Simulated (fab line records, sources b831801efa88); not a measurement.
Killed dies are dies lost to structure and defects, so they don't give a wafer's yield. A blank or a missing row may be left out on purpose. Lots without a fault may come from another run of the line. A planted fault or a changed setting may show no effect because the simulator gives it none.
fab line records | flow gf180mcu
record lots=5 wafers=15 last_day=34
route steps=602 shown V1@354 M2@362 V2@382
lots that met no fault: from a run of the same line without faults
start_h: hours from the record's first day to the start of the lot's first wafer shown | wait_h: hours since the lot's step before | " the same as in the row above | L1.1+2: a row that stands for several wafers | - no value, or no start given | * or withheld: withheld | < > ~ a bound
route shown NAME@n: a module of which the file shows steps, and the number in the route of the first | usual: mean/standard deviation of fault-free wafers | same: alike in all rows | chamber/n: place in a boat | sites: the reading at each site | _std_site: their standard deviation | _edge_site: outer sites' mean less inner sites' | radius_mm: how far each site lies from the wafer's centre | mask NAME#n: copy n | behind: the tool/chamber that last shaped the wafer | hold: why the lot was held/for how many hours/how that ended | device: the transistor (n, p or np) that didn't switch | end of line: the same wafers' tests at the end of the route | a step without rows: its recipe alone | killed: dies lost to structure and defects at the first sort, not the wafer's yield | map: a wafer's dies, x killed, . not, _ none there
set.NAME: the setting as run; set.NAME@STEP: as run at that earlier step | model.NAME: the simulator's own value behind a step, which no gauge read
lots at some steps of the route; a table a step, a row a wafer
services: from which hour (start_h, from the record's first day; less than 0 if before it) a tool's chamber was out of use, for how many hours, and why
## steps
# step GF_V1_STRIP_19
# recipe chemistry=post_etch_residue_remover time_s=1200 temp_c=72.5
# columns lot.wafer tool chamber start_h wait_h
L075.2+3+4 wet_bench-02 2 401.26 0.1
L077.1+4+6 wet_bench-02 0 429.82 0.1
L086.3+4+6 wet_bench-01 0 501.07 0.0
L092.1+4+5 wet_bench-01 1 555.65 0.1
L097.1+4+6 wet_bench-01 2 596.85 0.1
# step GF_V1_CLEAN_20
# recipe chemistry=DIW dry=n2_spin
# columns lot.wafer tool chamber start_h wait_h
L075.2+3+4 wet_bench-01 1 401.60 0.0
L077.1+4+6 wet_bench-01 2 430.17 0.0
L086.3+4+6 wet_bench-03 1 501.42 0.0
L092.1+4+5 wet_bench-01 2 556.00 0.0
L097.1+4+6 wet_bench-03 2 597.23 0.0
# step GF_V1_SPUTTER_21
# recipe material=Ti target_thk_nm=15 chamber_pressure_pa=5 power_w=2500 substrate_temp_c=200 time_s=80.02
# usual throttle_valve_pct=30.3/0.91
# columns lot.wafer tool chamber start_h wait_h throttle_valve_pct
L075.2 pvd_sputter-01 - 401.69 0.0 30.1
L075.3 " - " " 31.2
L075.4 " - " " 31.4
L077.1 pvd_sputter-03 - 430.26 0.0 30.0
L077.4 " - " " 31.7
L077.6 " - " " 30.1
L086.3 pvd_sputter-02 - 501.51 0.0 31.2
L086.4 " - " " 28.4
L086.6 " - " " 30.4
L092.1 pvd_sputter-02 - 556.09 0.0 29.9
L092.4 " - " " 28.2
L092.5 " - " " 30.5
L097.1 pvd_sputter-01 - 597.33 0.0 30.6
L097.4 " - " " 31.1
L097.6 " - " " 30.8
# step GF_V1_SPUTTER_22
# recipe material=TiN target_thk_nm=10 chamber_pressure_pa=5 power_w=4000 time_s=40
# usual throttle_valve_pct=30.3/0.93
# columns lot.wafer tool chamber start_h wait_h throttle_valve_pct
L075.2 pvd_sputter-01 - 401.75 0.0 29.7
L075.3 " - " " 31.0
L075.4 " - " " 31.3
L077.1 pvd_sputter-03 - 430.32 0.0 30.2
L077.4 " - " " 31.7
L077.6 " - " " 30.1
L086.3 pvd_sputter-02 - 501.57 0.0 31.0
L086.4 " - " " 27.9
L086.6 " - " " 30.3
L092.1 pvd_sputter-02 - 556.15 0.0 29.9
L092.4 " - " " 28.4
L092.5 " - " " 30.4
L097.1 pvd_sputter-01 - 597.40 0.0 30.6
L097.4 " - " " 31.0
L097.6 " - " " 30.8
# step GF_V1_CVD_23
# recipe material=W target_thk_nm=350 time_s=105.05 temp_c=400 pressure_torr=40
# usual heater_power_w=822/83
# columns lot.wafer tool chamber start_h wait_h heater_power_w
L075.2 cvd_w-02 0 401.79 0.0 812
L075.3 " 0 " " 814
L075.4 " 1 " " 789
L077.1 cvd_w-01 1 430.36 0.0 931
L077.4 " 1 " " 936
L077.6 " 0 " " 712
L086.3 cvd_w-01 1 501.64 0.1 962
L086.4 " 0 " " 709
L086.6 " 0 " " 735
L092.1 cvd_w-01 1 556.19 0.0 926
L092.4 " 1 " " 946
L092.5 " 1 " " 921
L097.1 cvd_w-01 0 597.43 0.0 722
L097.4 " 0 " " 742
L097.6 " 0 " " 721
# step GF_V1_RS_MEAS_24
# recipe thk_meas_gauge=four-point-probe reads=W_of_V1_CVD_23+TiN_of_V1_SPUTTER_22+Ti_of_V1_SPUTTER_21
# usual V1_W_RS=0.326/0.0032
# columns lot.wafer tool chamber start_h wait_h V1_W_RS[ohm/sq]
L075.2 film_metro-04 - 401.92 0.1 0.327
L075.3 " - " " 0.328
L075.4 " - " " 0.330
L077.1 film_metro-03 - 430.52 0.1 0.326
L077.4 " - " " 0.326
L077.6 " - " " 0.323
L086.3 film_metro-01 - 501.76 0.1 0.327
L086.4 " - " " 0.328
L086.6 " - " " 0.327
L092.1 film_metro-01 - 556.30 0.1 0.330
L092.4 " - " " 0.329
L092.5 " - " " 0.329
L097.1 film_metro-03 - 597.55 0.1 0.322
L097.4 " - " " 0.323
L097.6 " - " " 0.322
# step GF_V1_THK_MEAS_25
# recipe thk_meas_gauge=xrf reads=W_of_V1_CVD_23
# usual V1_W_THK=351/4.4
# columns lot.wafer tool chamber start_h wait_h V1_W_THK[nm]
L075.2 film_metro-04 - 402.03 0.1 349
L075.3 " - " " 349
L075.4 " - " " 347
L077.1 film_metro-03 - 430.64 0.1 348
L077.4 " - " " 349
L077.6 " - " " 353
L086.3 film_metro-01 - 501.86 0.1 351
L086.4 " - " " 348
L086.6 " - " " 350
L092.1 film_metro-01 - 556.42 0.1 352
L092.4 " - " " 355
L092.5 " - " " 354
L097.1 film_metro-03 - 597.67 0.1 352
L097.4 " - " " 350
L097.6 " - " " 352
# step GF_V1_CMP_26
# recipe stop_on=SiO2 down_force_psi=3.5 platen_rpm=60 t_overpolish_s=15 target_thk_nm=0 pad_velocity_m_s=0.94248
# usual motor_current_A=11.4/0.52 overpolish_run_s=14.999/0.009 slurry_filter_dp_kPa=13.48/0.12 time_to_endpoint_s=84.1/2.9
# columns lot.wafer tool chamber start_h wait_h motor_current_A overpolish_run_s slurry_filter_dp_kPa time_to_endpoint_s
L075.4 cmp-01 1 402.08 0.0 11.7 15.010 13.62 83.3
L075.2 " 3 " " 11.3 14.997 13.34 88.9
L075.3 " 0 " " 11.2 15.010 13.61 88.5
L077.4 cmp-01 3 431.12 0.4 11.0 14.992 13.60 86.7
L077.1 " 0 " " 11.0 14.999 13.44 81.9
L077.6 " 3 " " 11.0 15.006 13.44 81.1
L086.4 cmp-02 2 501.90 0.0 11.3 14.992 13.33 83.6
L086.3 " 1 " " 11.6 15.002 13.49 79.6
L086.6 " 2 " " 11.5 14.992 13.50 79.7
L092.4 cmp-01 2 556.48 0.0 11.8 15.016 13.54 82.4
L092.1 " 3 " " 11.4 15.011 13.46 84.6
L092.5 " 3 " " 11.1 14.996 13.25 86.7
L097.1 cmp-02 2 597.78 0.1 11.3 15.002 13.62 88.4
L097.4 " 0 " " 12.0 14.988 13.49 88.6
L097.6 " 1 " " 11.0 14.997 13.51 84.7
# step GF_M2_SPUTTER_00
# recipe material=Ti target_thk_nm=37.5 arriving_ion_energy_ev=80 substrate_temp_c=200 chamber_pressure_pa=2 power_w=4000 time_s=150
# usual throttle_valve_pct=30.3/0.95
# columns lot.wafer tool chamber start_h wait_h throttle_valve_pct
L075.2 pvd_sputter-03 - 402.38 0.1 30.6
L075.3 " - " " 30.1
L075.4 " - " " 31.8
L077.1 pvd_sputter-02 - 431.42 0.2 30.2
L077.4 " - " " 27.9
L077.6 " - " " 31.0
L086.3 pvd_sputter-03 - 502.20 0.1 31.7
L086.4 " - " " 30.5
L086.6 " - " " 31.0
L092.1 pvd_sputter-04 - 556.78 0.2 30.9
L092.4 " - " " 30.5
L092.5 " - " " 31.0
L097.1 pvd_sputter-03 - 598.03 0.2 29.7
L097.4 " - " " 31.2
L097.6 " - " " 29.9
# step GF_M2_SPUTTER_01
# recipe material=TiN target_thk_nm=30 power_w=6500 time_s=25 chamber_pressure_pa=0.4
# usual throttle_valve_pct=30.3/0.99
# columns lot.wafer tool chamber start_h wait_h throttle_valve_pct
L075.2 pvd_sputter-03 - 402.48 0.1 30.5
L075.3 " - " " 30.0
L075.4 " - " " 31.6
L077.1 pvd_sputter-02 - 431.52 0.1 30.3
L077.4 " - " " 27.9
L077.6 " - " " 31.0
L086.3 pvd_sputter-03 - 502.30 0.1 31.5
L086.4 " - " " 30.4
L086.6 " - " " 31.0
L092.1 pvd_sputter-04 - 556.88 0.1 30.8
L092.4 " - " " 30.6
L092.5 " - " " 30.6
L097.1 pvd_sputter-03 - 598.14 0.1 30.3
L097.4 " - " " 31.2
L097.6 " - " " 30.3
# step GF_M2_SPUTTER_02
# recipe material=AlCu target_thk_nm=450 power_w=10600 time_s=23.9 chamber_pressure_pa=0.4
# usual throttle_valve_pct=30.3/0.97
# columns lot.wafer tool chamber start_h wait_h throttle_valve_pct
L075.2 pvd_sputter-03 - 402.51 0.0 30.8
L075.3 " - " " 30.1
L075.4 " - " " 31.9
L077.1 pvd_sputter-02 - 431.55 0.0 30.3
L077.4 " - " " 28.3
L077.6 " - " " 30.9
L086.3 pvd_sputter-03 - 502.33 0.0 31.6
L086.4 " - " " 30.4
L086.6 " - " " 31.3
L092.1 pvd_sputter-04 - 556.91 0.0 30.8
L092.4 " - " " 30.5
L092.5 " - " " 30.9
L097.1 pvd_sputter-03 - 598.17 0.0 29.8
L097.4 " - " " 31.0
L097.6 " - " " 30.1
# step GF_M2_SPUTTER_03
# recipe material=Ti target_thk_nm=10 substrate_temp_c=300 chamber_pressure_pa=0.3 power_w=3000 time_s=6.7
# usual throttle_valve_pct=30.3/0.94
# columns lot.wafer tool chamber start_h wait_h throttle_valve_pct
L075.2 pvd_sputter-03 - 402.54 0.0 30.8
L075.3 " - " " 30.1
L075.4 " - " " 31.5
L077.1 pvd_sputter-02 - 431.58 0.0 30.4
L077.4 " - " " 28.1
L077.6 " - " " 30.8
L086.3 pvd_sputter-03 - 502.36 0.0 31.5
L086.4 " - " " 30.4
L086.6 " - " " 31.2
L092.1 pvd_sputter-04 - 556.94 0.0 31.1
L092.4 " - " " 30.8
L092.5 " - " " 30.8
L097.1 pvd_sputter-03 - 598.21 0.0 30.1
L097.4 " - " " 30.9
L097.6 " - " " 30.3
# step GF_M2_SPUTTER_04
# recipe material=TiN target_thk_nm=50 power_w=6500 time_s=41.7 chamber_pressure_pa=0.4
# usual throttle_valve_pct=30.3/0.95
# columns lot.wafer tool chamber start_h wait_h throttle_valve_pct
L075.2 pvd_sputter-03 - 402.56 0.0 30.6
L075.3 " - " " 30.4
L075.4 " - " " 31.7
L077.1 pvd_sputter-02 - 431.60 0.0 30.4
L077.4 " - " " 28.0
L077.6 " - " " 30.8
L086.3 pvd_sputter-03 - 502.38 0.0 31.6
L086.4 " - " " 30.7
L086.6 " - " " 31.2
L092.1 pvd_sputter-04 - 556.96 0.0 30.9
L092.4 " - " " 30.5
L092.5 " - " " 30.8
L097.1 pvd_sputter-03 - 598.23 0.0 29.8
L097.4 " - " " 31.2
L097.6 " - " " 30.1
# step GF_M2_RS_MEAS_05
# recipe thk_meas_gauge=four-point-probe reads=TiN_of_M2_SPUTTER_04+Ti_of_M2_SPUTTER_03+AlCu_of_M2_SPUTTER_02+TiN_of_M2_SPUTTER_01+Ti_of_M2_SPUTTER_00
# usual M2_ALCU_RS=0.0696/0.0008
# columns lot.wafer tool chamber start_h wait_h M2_ALCU_RS[ohm/sq]
L075.2 film_metro-02 - 402.62 0.0 0.0689
L075.3 " - " " 0.0686
L075.4 " - " " 0.0686
L077.1 film_metro-02 - 431.64 0.0 0.0698
L077.4 " - " " 0.0694
L077.6 " - " " 0.0686
L086.3 film_metro-01 - 502.46 0.1 0.0703
L086.4 " - " " 0.0698
L086.6 " - " " 0.0698
L092.1 film_metro-02 - 557.00 0.0 0.0708
L092.4 " - " " 0.0711
L092.5 " - " " 0.0706
L097.1 film_metro-02 - 598.28 0.0 0.0683
L097.4 " - " " 0.0681
L097.6 " - " " 0.0676
# step GF_M2_THK_MEAS_06
# recipe thk_meas_gauge=xrf reads=AlCu_of_M2_SPUTTER_02
# usual M2_ALCU_THK=455/5.5
# columns lot.wafer tool chamber start_h wait_h M2_ALCU_THK[nm]
L075.2 film_metro-02 - 402.73 0.1 460
L075.3 " - " " 462
L075.4 " - " " 460
L077.1 film_metro-02 - 431.76 0.1 454
L077.4 " - " " 457
L077.6 " - " " 462
L086.3 film_metro-01 - 502.56 0.1 449
L086.4 " - " " 449
L086.6 " - " " 452
L092.1 film_metro-02 - 557.12 0.1 451
L092.4 " - " " 446
L092.5 " - " " 453
L097.1 film_metro-02 - 598.40 0.1 461
L097.4 " - " " 466
L097.6 " - " " 468
# step GF_M2_DEHYDRATE_07
# recipe temp_c=200 time_s=60
# columns lot.wafer tool chamber start_h wait_h
L075.2+3+4 litho_track-03 0 413.96 11.2
L077.1+4+6 litho_track-01 0 442.64 10.9
L086.3+4+6 litho_track-03 0 514.04 11.5
L092.1+4+5 litho_track-01 0 567.54 10.4
L097.1+4+6 litho_track-01 0 607.99 9.6
# step GF_M2_HMDS_08
# recipe prime_time_s=60 prime_temp_c=120
# columns lot.wafer tool chamber start_h wait_h
L075.2+3+4 litho_track-03 0 414.11 0.1
L077.1+4+6 litho_track-01 0 442.79 0.1
L086.3+4+6 litho_track-03 0 514.19 0.1
L092.1+4+5 litho_track-01 0 567.69 0.1
L097.1+4+6 litho_track-01 0 608.14 0.1
# step GF_M2_COAT_09
# recipe resist=KrF spin_rpm=withheld resist_thk_nm=1000
# columns lot.wafer tool chamber start_h wait_h
L075.2+3+4 litho_track-03 0 414.26 0.1
L077.1+4+6 litho_track-01 0 442.94 0.1
L086.3+4+6 litho_track-03 0 514.34 0.1
L092.1+4+5 litho_track-01 0 567.84 0.1
L097.1+4+6 litho_track-01 0 608.29 0.1
# step GF_M2_SOFTBAKE_10
# recipe temp_c=130 time_s=60 resist=KrF
# columns lot.wafer tool chamber start_h wait_h
L075.2+3+4 litho_track-03 0 414.41 0.1
L077.1+4+6 litho_track-01 0 443.09 0.1
L086.3+4+6 litho_track-03 0 514.49 0.1
L092.1+4+5 litho_track-01 0 567.99 0.1
L097.1+4+6 litho_track-01 0 608.44 0.1
# step GF_M2_EXPOSE_11
# recipe mask_id=Metal2 target_cd_nm=280 na=0.68 source_shape=conventional sigma_outer=0.6 dose_mj=28
# same na=0.68
# columns lot.wafer tool chamber start_h wait_h mask
L075.2+3+4 krf_scanner-01 0 - - Metal2#0
L077.1+4+6 krf_scanner-02 0 - - Metal2#0
L086.3+4+6 krf_scanner-01 0 - - Metal2#0
L092.1+4+5 krf_scanner-02 0 - - Metal2#0
L097.1+4+6 krf_scanner-01 0 - - Metal2#0
# step GF_M2_PEB_12
# recipe peb_temp_c=135 peb_time_s=90 resist=KrF
# columns lot.wafer tool chamber start_h wait_h
L075.2+3+4 litho_track-01 0 - -
L077.1+4+6 litho_track-04 0 - -
L086.3+4+6 litho_track-01 0 - -
L092.1+4+5 litho_track-03 0 - -
L097.1+4+6 litho_track-03 0 - -
# step GF_M2_DEVELOP_13
# recipe develop_time_s=60 dev_temp_c=21
# columns lot.wafer tool chamber start_h wait_h
L075.2+3+4 litho_track-01 0 426.81 0.2
L077.1+4+6 litho_track-04 0 454.77 0.2
L086.3+4+6 litho_track-01 0 526.69 0.1
L092.1+4+5 litho_track-03 0 579.39 0.2
L097.1+4+6 litho_track-03 0 619.44 0.2
# step GF_M2_CD_MEAS_14
# recipe target_cd_nm=280
# usual cd_nm=280.0/1.4
# columns lot.wafer tool chamber start_h wait_h cd_nm
L075.2 cd_sem-02 - 426.96 0.1 280.8
L075.3 " - " " 281.5
L075.4 " - " " 282.5
L077.1 cd_sem-01 - 454.92 0.1 278.8
L077.4 " - " " 277.7
L077.6 " - " " 278.3
L086.3 cd_sem-01 - 526.83 0.1 280.5
L086.4 " - " " 279.7
L086.6 " - " " 279.2
L092.1 cd_sem-01 - 579.54 0.1 280.8
L092.4 " - " " 278.7
L092.5 " - " " 279.7
L097.1 cd_sem-02 - 619.59 0.1 280.4
L097.4 " - " " 281.6
L097.6 " - " " 281.0
# step GF_M2_OVL_MEAS_15
# usual M2_OVL=0/6
# columns lot.wafer tool chamber start_h wait_h M2_OVL[nm]
L075.2 overlay-02 - 427.07 0.1 13
L075.3 " - " " 13
L075.4 " - " " 16
L077.1 overlay-01 - 455.04 0.1 1
L077.4 " - " " 1
L077.6 " - " " 4
L086.3 overlay-01 - 526.92 0.1 0
L086.4 " - " " -2
L086.6 " - " " 7
L092.1 overlay-01 - 579.66 0.1 -2
L092.4 " - " " -2
L092.5 " - " " -5
L097.1 overlay-01 - 619.71 0.1 -2
L097.4 " - " " -1
L097.6 " - " " -7
# step GF_M2_METAL_ETCH_16
# recipe chemistry=Cl2/BCl3 mask_material=KrF target_depth_nm=750.8 stop_on=SiO2 pressure_mtorr=8 icp_w=800 bias_w=140 Cl2_flow_sccm=80 bcl3_flow_sccm=40 time_s=125.1
# usual bcl3_flow_sccm=39.98/0.13 drypump_motor_current_A=5.80/0.13 oes_product_au=0.990/0.0056 throttle_valve_pct=28.229/0.0089
# columns lot.wafer tool chamber start_h wait_h bcl3_flow_sccm drypump_motor_current_A oes_product_au rf_hours_counter_h throttle_valve_pct
L075.2 rie_metal-02 0 427.10 0.0 39.93 5.73 0.992 3 28.250
L075.3 " 0 " " 39.86 5.75 0.987 - 28.222
L075.4 " 1 " " 40.14 5.82 0.989 - 28.226
L077.1 rie_metal-03 1 455.08 0.0 39.85 5.80 0.989 7 28.232
L077.4 " 0 " " 39.67 5.99 0.985 - 28.240
L077.6 " 1 " " 39.99 5.83 0.985 - 28.227
L086.3 rie_metal-02 1 526.99 0.1 39.94 5.84 0.993 - 28.229
L086.4 " 0 " " 39.98 5.76 0.988 - 28.229
L086.6 " 1 " " 40.24 5.82 0.987 - 28.227
L092.1 rie_metal-02 0 579.69 0.0 39.91 5.76 0.980 8 28.225
L092.4 " 1 " " 40.01 5.81 0.986 - 28.214
L092.5 " 1 " " 40.00 5.82 0.987 - 28.220
L097.1 rie_metal-03 1 619.74 0.0 40.06 5.83 0.989 12 28.224
L097.4 " 1 " " 40.04 5.81 0.996 - 28.227
L097.6 " 1 " " 40.09 5.81 0.991 - 28.213
# step GF_M2_STRIP_17
# recipe chemistry=O2/N2 power_w=1400 pressure_mtorr=1500 platen_temp_c=250 o2_flow_sccm=3000 n2_flow_sccm=300 overash_fraction=0.5
# usual drypump_motor_current_A=5.68/0.24 heater_power_w=329/31 o2_flow_sccm=3001/9.8 oes_product_au=0.537/0.0053 strip_time_to_endpoint_s=7.37/0.045
# columns lot.wafer tool chamber start_h wait_h drypump_motor_current_A heater_power_w o2_flow_sccm oes_product_au rf_hours_counter_h strip_time_to_endpoint_s
L075.2 plasma_asher-01 0 427.22 0.1 5.80 393 2984 0.535 76 7.38
L075.3 " 0 " " 5.76 388 2998 0.539 - 7.40
L075.4 " 1 " " 5.51 296 3003 0.535 - 7.40
L077.1 plasma_asher-03 1 455.21 0.1 5.48 332 2999 0.531 64 7.34
L077.4 " 0 " " 6.17 290 2998 0.537 - 7.40
L077.6 " 0 " " 6.14 291 2986 0.530 - 7.36
L086.3 plasma_asher-01 1 527.11 0.1 5.46 299 2990 0.536 - 7.38
L086.4 " 0 " " 5.79 383 2998 0.544 - 7.43
L086.6 " 0 " " 5.83 380 2994 0.540 - 7.41
L092.1 plasma_asher-03 0 579.82 0.1 6.19 301 3004 0.542 77 7.45
L092.4 " 1 " " 5.46 329 3015 0.531 - 7.36
L092.5 " 0 " " 6.20 290 3004 0.539 - 7.37
L097.1 plasma_asher-01 0 619.87 0.1 5.82 392 2983 0.531 96 7.36
L097.4 " 1 " " 5.54 302 3007 0.528 - 7.40
L097.6 " 1 " " 5.51 303 3009 0.541 - 7.41
# step GF_M2_STRIP_18
# recipe chemistry=post_etch_residue_remover time_s=1200 temp_c=72.5
# columns lot.wafer tool chamber start_h wait_h
L075.2+3+4 wet_bench-02 1 427.32 0.1
L077.1+4+6 wet_bench-01 0 455.31 0.1
L086.3+4+6 wet_bench-02 3 527.17 0.0
L092.1+4+5 wet_bench-04 2 579.92 0.1
L097.1+4+6 wet_bench-02 3 619.97 0.1
# step GF_M2_CLEAN_19
# recipe chemistry=DIW dry=n2_spin
# columns lot.wafer tool chamber start_h wait_h
L075.2+3+4 wet_bench-01 2 427.67 0.0
L077.1+4+6 wet_bench-02 0 455.65 0.0
L086.3+4+6 wet_bench-04 2 527.52 0.0
L092.1+4+5 wet_bench-02 0 580.26 0.0
L097.1+4+6 wet_bench-04 0 620.34 0.0
# step GF_V2_CVD_00
# recipe material=SiO2 target_thk_nm=600 sigma_open_frac=0.3 temp_c=400 time_s=100 sih4_flow_sccm=57.4 pressure_mtorr=6
# columns lot.wafer tool chamber start_h wait_h
L075.2+3+4 hdpcvd-02 2,0,2 427.76 0.0
L077.1+4+6 hdpcvd-01 1,2,0 455.74 0.0
L086.3+4+6 hdpcvd-02 2,1,0 527.62 0.0
L092.1+4+5 hdpcvd-01 2,0,2 580.36 0.0
L097.1+4+6 hdpcvd-01 2,0,1 620.44 0.0
# step GF_V2_THK_MEAS_01
# recipe reads=SiO2_of_V2_CVD_00
# usual V2_CVD_00_THK=572/7
# columns lot.wafer tool chamber start_h wait_h V2_CVD_00_THK[nm]
L075.2 film_metro-04 - 427.84 0.0 569
L075.3 " - " " 558
L075.4 " - " " 567
L077.1 film_metro-04 - 455.83 0.1 578
L077.4 " - " " 580
L077.6 " - " " 571
L086.3 film_metro-04 - 527.71 0.1 566
L086.4 " - " " 570
L086.6 " - " " 564
L092.1 film_metro-04 - 580.43 0.0 574
L092.4 " - " " 568
L092.5 " - " " 577
L097.1 film_metro-03 - 620.51 0.0 569
L097.4 " - " " 578
L097.6 " - " " 587
# step GF_V2_CVD_02
# recipe material=SiO2 target_thk_nm=850 precursor=TEOS temp_c=400 time_s=94.851 rf_w=600
# usual heater_power_w=685/110
# columns lot.wafer tool chamber start_h wait_h heater_power_w
L075.2 pecvd-03 0 427.89 0.0 821
L075.3 " 2 " " 723
L075.4 " 0 " " 671
L077.1 pecvd-04 2 455.89 0.1 722
L077.4 " 1 " " 714
L077.6 " 2 " " 759
L086.3 pecvd-04 1 527.75 0.0 747
L086.4 " 2 " " 821
L086.6 " 0 " " 572
L092.1 pecvd-02 0 580.49 0.1 934
L092.4 " 1 " " 887
L092.5 " 0 " " 946
L097.1 pecvd-04 2 620.57 0.1 821
L097.4 " 0 " " 529
L097.6 " 1 " " 634
# step GF_V2_THK_MEAS_03
# recipe reads=SiO2_of_V2_CVD_02
# usual V2_CVD_02_THK=847/11
# columns lot.wafer tool chamber start_h wait_h V2_CVD_02_THK[nm]
L075.2 film_metro-02 - 427.97 0.0 837
L075.3 " - " " 856
L075.4 " - " " 859
L077.1 film_metro-04 - 455.96 0.0 833
L077.4 " - " " 868
L077.6 " - " " 850
L086.3 film_metro-02 - 527.84 0.1 836
L086.4 " - " " 853
L086.6 " - " " 854
L092.1 film_metro-02 - 580.56 0.0 838
L092.4 " - " " 856
L092.5 " - " " 851
L097.1 film_metro-04 - 620.64 0.0 856
L097.4 " - " " 850
L097.6 " - " " 866
# step GF_V2_CMP_04
# recipe material=SiO2 down_force_psi=4 platen_rpm=60 pad_velocity_m_s=0.94248
# usual motor_current_A=12.4/0.56 slurry_filter_dp_kPa=13.49/0.14 time_to_endpoint_s=79/5.1
# columns lot.wafer tool chamber start_h wait_h motor_current_A slurry_filter_dp_kPa time_to_endpoint_s
L075.3 cmp-01 1 428.02 0.0 13.1 13.14 81
L075.4 " 2 " " 12.4 13.22 83
L075.2 " 3 " " 12.6 13.67 73
L077.4 cmp-01 2 456.51 0.5 12.5 13.48 87
L077.1 " 3 " " 12.2 13.59 74
L077.6 " 0 " " 11.8 13.53 80
L086.4 cmp-02 2 527.93 0.1 12.8 13.49 83
L086.3 " 3 " " 12.7 13.40 73
L086.6 " 1 " " 12.5 13.67 80
L092.4 cmp-02 3 580.67 0.1 12.5 13.56 78
L092.1 " 0 " " 13.2 13.59 74
L092.5 " 2 " " 12.2 13.57 80
L097.4 cmp-02 3 620.70 0.0 12.9 13.58 83
L097.1 " 0 " " 13.1 13.73 85
L097.6 " 3 " " 12.0 13.54 90
# step GF_V2_BOW_MEAS_05
# recipe mode=bow
# usual V2_BOW=97/9
# columns lot.wafer tool chamber start_h wait_h V2_BOW[um]
L075.2 film_metro-02 - 428.34 0.2 90
L075.3 " - " " 92
L075.4 " - " " 92
L077.1 film_metro-03 - 456.71 0.1 105
L077.4 " - " " 100
L077.6 " - " " 110
L086.3 film_metro-03 - 528.22 0.2 84
L086.4 " - " " 86
L086.6 " - " " 89
L092.1 film_metro-03 - 580.92 0.1 90
L092.4 " - " " 93
L092.5 " - " " 90
L097.1 film_metro-03 - 621.00 0.2 94
L097.4 " - " " 96
L097.6 " - " " 107
# step GF_V2_DEHYDRATE_06
# recipe temp_c=200 time_s=60
# columns lot.wafer tool chamber start_h wait_h
L075.2+3+4 litho_track-02 0 439.33 11.0
L077.1+4+6 litho_track-04 0 467.02 10.3
L086.3+4+6 litho_track-03 0 538.49 10.3
L092.1+4+5 litho_track-02 0 591.15 10.2
L097.1+4+6 litho_track-04 0 630.37 9.3
# step GF_V2_HMDS_07
# recipe prime_time_s=60 prime_temp_c=120
# columns lot.wafer tool chamber start_h wait_h
L075.2+3+4 litho_track-02 0 439.48 0.1
L077.1+4+6 litho_track-04 0 467.17 0.1
L086.3+4+6 litho_track-03 0 538.64 0.1
L092.1+4+5 litho_track-02 0 591.30 0.1
L097.1+4+6 litho_track-04 0 630.52 0.1
# step GF_V2_COAT_08
# recipe resist=BARC temp_c=withheld time_s=withheld spin_rpm=withheld resist_thk_nm=withheld
# columns lot.wafer tool chamber start_h wait_h
L075.2+3+4 litho_track-02 0 439.63 0.1
L077.1+4+6 litho_track-04 0 467.32 0.1
L086.3+4+6 litho_track-03 0 538.79 0.1
L092.1+4+5 litho_track-02 0 591.45 0.1
L097.1+4+6 litho_track-04 0 630.67 0.1
# step GF_V2_COAT_09
# recipe resist=KrF spin_rpm=withheld resist_thk_nm=1000
# columns lot.wafer tool chamber start_h wait_h
L075.2+3+4 litho_track-02 0 - -
L077.1+4+6 litho_track-04 0 - -
L086.3+4+6 litho_track-03 0 - -
L092.1+4+5 litho_track-02 0 - -
L097.1+4+6 litho_track-04 0 - -
# step GF_V2_SOFTBAKE_10
# recipe temp_c=130 time_s=60 resist=KrF
# columns lot.wafer tool chamber start_h wait_h
L075.2+3+4 litho_track-02 0 - -
L077.1+4+6 litho_track-04 0 - -
L086.3+4+6 litho_track-03 0 - -
L092.1+4+5 litho_track-02 0 - -
L097.1+4+6 litho_track-04 0 - -
# step GF_V2_EXPOSE_11
# recipe mask_id=Via2 target_cd_nm=260 na=0.68 source_shape=conventional sigma_outer=0.6 dose_mj=38
# same na=0.68
# columns lot.wafer tool chamber start_h wait_h mask
L075.2+3+4 krf_scanner-01 0 - - Via2#0
L077.1+4+6 krf_scanner-02 0 - - Via2#0
L086.3+4+6 krf_scanner-02 0 - - Via2#0
L092.1+4+5 krf_scanner-02 0 - - Via2#0
L097.1+4+6 krf_scanner-01 0 - - Via2#0
# step GF_V2_PEB_12
# recipe peb_temp_c=135 peb_time_s=91.89 resist=KrF
# usual plate_sensor_t_centre_C=136.13/0.0099 plate_sensor_t_edge_C=136.29/0.01
# columns lot.wafer tool chamber start_h wait_h plate_sensor_t_centre_C plate_sensor_t_edge_C
L075.2 litho_track-03 0 - - 136.14 136.29
L075.3 " 0 " " 136.13 136.28
L075.4 " 0 " " 136.14 136.3
L077.1 litho_track-04 0 - - 136.14 136.29
L077.4 " 0 " " 136.14 136.29
L077.6 " 0 " " 136.12 136.29
L086.3 litho_track-03 0 - - 136.13 136.29
L086.4 " 0 " " 136.14 136.29
L086.6 " 0 " " 136.13 136.3
L092.1 litho_track-03 0 - - 136.13 136.28
L092.4 " 0 " " 136.13 136.31
L092.5 " 0 " " 136.11 136.29
L097.1 litho_track-02 0 - - 136.13 136.29
L097.4 " 0 " " 136.12 136.28
L097.6 " 0 " " 136.11 136.29
# step GF_V2_DEVELOP_13
# recipe develop_time_s=60 resist=KrF dev_temp_c=21
# columns lot.wafer tool chamber start_h wait_h
L075.2+3+4 litho_track-03 0 451.11 0.2
L077.1+4+6 litho_track-04 0 480.22 0.2
L086.3+4+6 litho_track-03 0 551.29 0.1
L092.1+4+5 litho_track-03 0 603.14 0.2
L097.1+4+6 litho_track-02 0 642.05 0.2
## services
# columns tool chamber start_h hours kind
pvd_sputter-02 - 381.69 18.4 repair
krf_scanner-01 - 386.46 0.8 pm
krf_scanner-02 - 393.44 5.4 repair
krf_scanner-02 - 398.82 0.8 pm
pvd_sputter-03 - 400.50 1.3 repair
cmp-02 - 404.20 4.0 pm
wet_bench-01 - 406.15 1.1 repair
krf_scanner-02 - 412.96 4.4 pm
krf_scanner-01 - 431.77 0.8 repair
krf_scanner-02 - 436.05 3.5 repair
pvd_sputter-02 - 439.97 6.6 repair
krf_scanner-02 - 443.33 1.0 pm
krf_scanner-02 - 461.84 1.3 pm
krf_scanner-02 - 464.00 2.3 repair
krf_scanner-01 - 468.08 1.0 pm
cmp-01 - 481.90 4.4 pm
krf_scanner-01 - 493.49 1.3 pm
cmp-02 - 495.75 0.7 repair
pvd_sputter-02 - 520.44 0.5 repair
cmp-02 - 552.60 0.4 repair
pvd_sputter-02 - 582.64 3.7 repair
wet_bench-01 - 586.49 1.9 pm
pvd_sputter-03 - 619.16 4.0 repair
pvd_sputter-03 - 641.98 7.5 repair
## key
fault none
